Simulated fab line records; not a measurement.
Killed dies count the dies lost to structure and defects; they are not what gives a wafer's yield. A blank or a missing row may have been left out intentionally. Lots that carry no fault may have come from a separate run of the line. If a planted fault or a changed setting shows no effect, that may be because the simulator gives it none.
Which tool is to blame? || flow sky130 || 11 lots, 33 wafers sampled, at 4 steps of a route of 708

== WHAT THE GAUGES SHOWED, per wafer ==
SKY_CAPM_THK_MEAS_01.
{"lot": "L196", "measured": "day 37 17:48", "on": "film metro-02", "CAPM_CVD_00_THK (nm)": "15.46 15.65 15.49"}
{"lot": "L198", "measured": "day 38 11:46", "on": "film metro-03", "CAPM_CVD_00_THK (nm)": "15.36 15.32 15.83"}
{"lot": "L200", "measured": "day 38 20:55", "on": "film metro-03", "CAPM_CVD_00_THK (nm)": "15.52 15.44 15.96"}
{"lot": "L201", "measured": "day 39 05:58", "on": "film metro-02", "CAPM_CVD_00_THK (nm)": "15.62 15.92 15.53"}
{"lot": "L202", "measured": "day 39 13:14", "on": "film metro-01", "CAPM_CVD_00_THK (nm)": "15.53 15.62 15.81"}
{"lot": "L206", "measured": "day 40 20:37", "on": "film metro-01", "CAPM_CVD_00_THK (nm)": "15.45 15.47 15.63"}
{"lot": "L207", "measured": "day 41 01:52", "on": "film metro-03", "CAPM_CVD_00_THK (nm)": "6.20 15.36 6.48"}
{"lot": "L209", "measured": "day 41 14:32", "on": "film metro-02", "CAPM_CVD_00_THK (nm)": "6.17 15.50 6.16"}
{"lot": "L211", "measured": "day 42 02:05", "on": "film metro-02", "CAPM_CVD_00_THK (nm)": "15.55 15.31 15.60"}
{"lot": "L212", "measured": "day 42 08:51", "on": "film metro-01", "CAPM_CVD_00_THK (nm)": "15.49 15.63 15.84"}
{"lot": "L214", "measured": "day 42 22:16", "on": "film metro-03", "CAPM_CVD_00_THK (nm)": "15.50 15.65 15.80"}

== EACH LOT AND THE TOOL THAT RAN IT (in order: tool; ch and the chambers of the sampled wafers; start) ==
{"lot": "L196", "SKY_METAL3_SPUTTER_03": "pvd sputter-04, day 37 17:42", "SKY_METAL3_SPUTTER_04": "pvd sputter-04, day 37 17:43", "SKY_CAPM_CVD_00": "pecvd-04 ch 0,2, day 37 17:46"}
{"lot": "L198", "SKY_METAL3_SPUTTER_03": "pvd sputter-03, day 38 11:41", "SKY_METAL3_SPUTTER_04": "pvd sputter-03, day 38 11:42", "SKY_CAPM_CVD_00": "pecvd-03 ch 0,1,2, day 38 11:44"}
{"lot": "L200", "SKY_METAL3_SPUTTER_03": "pvd sputter-01, day 38 20:50", "SKY_METAL3_SPUTTER_04": "pvd sputter-01, day 38 20:51", "SKY_CAPM_CVD_00": "pecvd-03 ch 0,2, day 38 20:54"}
{"lot": "L201", "SKY_METAL3_SPUTTER_03": "pvd sputter-04, day 39 05:52", "SKY_METAL3_SPUTTER_04": "pvd sputter-04, day 39 05:52", "SKY_CAPM_CVD_00": "pecvd-04 ch 0,1, day 39 05:55"}
{"lot": "L202", "SKY_METAL3_SPUTTER_03": "pvd sputter-01, day 39 13:08", "SKY_METAL3_SPUTTER_04": "pvd sputter-01, day 39 13:10", "SKY_CAPM_CVD_00": "pecvd-04 ch 1,2, day 39 13:13"}
{"lot": "L206", "SKY_METAL3_SPUTTER_03": "pvd sputter-01, day 40 20:31", "SKY_METAL3_SPUTTER_04": "pvd sputter-01, day 40 20:32", "SKY_CAPM_CVD_00": "pecvd-01 ch 1,2, day 40 20:35"}
{"lot": "L207", "SKY_METAL3_SPUTTER_03": "pvd sputter-03, day 41 01:44", "SKY_METAL3_SPUTTER_04": "pvd sputter-03, day 41 01:46", "SKY_CAPM_CVD_00": "pecvd-04 ch 0,2, day 41 01:49"}
{"lot": "L209", "SKY_METAL3_SPUTTER_03": "pvd sputter-03, day 41 14:26", "SKY_METAL3_SPUTTER_04": "pvd sputter-03, day 41 14:28", "SKY_CAPM_CVD_00": "pecvd-04 ch 1,2, day 41 14:31"}
{"lot": "L211", "SKY_METAL3_SPUTTER_03": "pvd sputter-04, day 42 01:59", "SKY_METAL3_SPUTTER_04": "pvd sputter-04, day 42 02:01", "SKY_CAPM_CVD_00": "pecvd-01 ch 0,2, day 42 02:04"}
{"lot": "L212", "SKY_METAL3_SPUTTER_03": "pvd sputter-04, day 42 08:46", "SKY_METAL3_SPUTTER_04": "pvd sputter-04, day 42 08:47", "SKY_CAPM_CVD_00": "pecvd-01 ch 1,2, day 42 08:49"}
{"lot": "L214", "SKY_METAL3_SPUTTER_03": "pvd sputter-04, day 42 22:10", "SKY_METAL3_SPUTTER_04": "pvd sputter-04, day 42 22:11", "SKY_CAPM_CVD_00": "pecvd-03 ch 1,2, day 42 22:14"}
- SKY_METAL3_SPUTTER_03: material Ti, target thk 5 nm, time 3.3 s.
- SKY_METAL3_SPUTTER_04: material TiN, target thk 70 nm, time 58.3 s.
- SKY_CAPM_CVD_00: deposits SiO2, target thk 15.5 nm.

== WHAT THE TOOLS THEMSELVES READ (means of the sampled wafers that have a number; where no wafer has one, the mark that the record gives instead) ==
SKY_METAL3_SPUTTER_03.
{"lot": "L196", "tool": "pvd sputter-04", "cathode dc power W (W)": 3000.6, "throttle valve pct (%)": 28.3}
{"lot": "L198", "tool": "pvd sputter-03", "cathode dc power W (W)": 2999.8, "throttle valve pct (%)": 31.3}
{"lot": "L200", "tool": "pvd sputter-01", "cathode dc power W (W)": 3000.1, "throttle valve pct (%)": 29.1}
{"lot": "L201", "tool": "pvd sputter-04", "cathode dc power W (W)": 2999.9, "throttle valve pct (%)": 29.4}
{"lot": "L202", "tool": "pvd sputter-01", "cathode dc power W (W)": 2999.3, "throttle valve pct (%)": 28.1}
{"lot": "L206", "tool": "pvd sputter-01", "cathode dc power W (W)": 3000.1, "throttle valve pct (%)": 28.3}
{"lot": "L207", "tool": "pvd sputter-03", "cathode dc power W (W)": 3000.4, "throttle valve pct (%)": 30.3}
{"lot": "L209", "tool": "pvd sputter-03", "cathode dc power W (W)": 3000.5, "throttle valve pct (%)": 30.5}
{"lot": "L211", "tool": "pvd sputter-04", "cathode dc power W (W)": 2999.7, "throttle valve pct (%)": 30.8}
{"lot": "L212", "tool": "pvd sputter-04", "cathode dc power W (W)": 3000.3, "throttle valve pct (%)": 30.6}
{"lot": "L214", "tool": "pvd sputter-04", "cathode dc power W (W)": 3000.2, "throttle valve pct (%)": 30.6}

SKY_METAL3_SPUTTER_04.
{"lot": "L196", "tool": "pvd sputter-04", "cathode dc power W (W)": 6499.7, "throttle valve pct (%)": 28.3}
{"lot": "L198", "tool": "pvd sputter-03", "cathode dc power W (W)": 6500.1, "throttle valve pct (%)": 31.2}
{"lot": "L200", "tool": "pvd sputter-01", "cathode dc power W (W)": 6500.1, "throttle valve pct (%)": 28.8}
{"lot": "L201", "tool": "pvd sputter-04", "cathode dc power W (W)": 6499.8, "throttle valve pct (%)": 29.4}
{"lot": "L202", "tool": "pvd sputter-01", "cathode dc power W (W)": 6499.2, "throttle valve pct (%)": 28.0}
{"lot": "L206", "tool": "pvd sputter-01", "cathode dc power W (W)": 6500.2, "throttle valve pct (%)": 28.5}
{"lot": "L207", "tool": "pvd sputter-03", "cathode dc power W (W)": 6500.1, "throttle valve pct (%)": 30.4}
{"lot": "L209", "tool": "pvd sputter-03", "cathode dc power W (W)": 6500.7, "throttle valve pct (%)": 30.5}
{"lot": "L211", "tool": "pvd sputter-04", "cathode dc power W (W)": 6499.1, "throttle valve pct (%)": 30.8}
{"lot": "L212", "tool": "pvd sputter-04", "cathode dc power W (W)": 6500.7, "throttle valve pct (%)": 30.5}
{"lot": "L214", "tool": "pvd sputter-04", "cathode dc power W (W)": 6499.8, "throttle valve pct (%)": 30.6}

SKY_CAPM_CVD_00.
{"lot": "L196", "tool": "pecvd-04", "heater power w (W)": 630}
{"lot": "L198", "tool": "pecvd-03", "heater power w (W)": 663}
{"lot": "L200", "tool": "pecvd-03", "heater power w (W)": 678}
{"lot": "L201", "tool": "pecvd-04", "heater power w (W)": 580}
{"lot": "L202", "tool": "pecvd-04", "heater power w (W)": 716}
{"lot": "L206", "tool": "pecvd-01", "heater power w (W)": 795}
{"lot": "L207", "tool": "pecvd-04", "heater power w (W)": 627}
{"lot": "L209", "tool": "pecvd-04", "heater power w (W)": 696}
{"lot": "L211", "tool": "pecvd-01", "heater power w (W)": 781}
{"lot": "L212", "tool": "pecvd-01", "heater power w (W)": 786}
{"lot": "L214", "tool": "pecvd-03", "heater power w (W)": 682}

== THE ANSWER, worked out from the rows above alone ==
Rule: the lots themselves supply what counts as usual. Put in order of their means at a reading, lots are off if they are a third of the lots or fewer, leave a main group of 4 or more, and stand apart from it by a gap of 3 or more times the standard deviation of the main group's means; of several such gaps the widest counts. Not used: any main group whose means are identical at the precision the tables above print for the reading. A lot without any number at a reading at which 4 lots or more have one is off too. Where the step has rows for the other lots, those lots are counted as sound. First the gauges in route order, then the tools' own readings, where a lot's mean is used as printed above. The first step at which some lot is off is used, and at that step the reading that is off furthest; a lot without a number counts as furthest.
Off: L207, L209, seen at SKY_CAPM_THK_MEAS_01 (CAPM_CVD_00_THK). The main group has a mean of 15.59 nm with a standard deviation of 0.075.
A tool fits if, at a process step before that reading, it ran every lot that is off, and no sound lot after the first of them. Those tools and the gauges at SKY_CAPM_THK_MEAS_01 are tried in the same way. This does not decide it: 2 tools fit, namely pvd sputter-03 at SKY_METAL3_SPUTTER_03 and SKY_METAL3_SPUTTER_04 and pecvd-04 at SKY_CAPM_CVD_00.

== WHAT WAS PUT IN BY THE SIMULATOR ==
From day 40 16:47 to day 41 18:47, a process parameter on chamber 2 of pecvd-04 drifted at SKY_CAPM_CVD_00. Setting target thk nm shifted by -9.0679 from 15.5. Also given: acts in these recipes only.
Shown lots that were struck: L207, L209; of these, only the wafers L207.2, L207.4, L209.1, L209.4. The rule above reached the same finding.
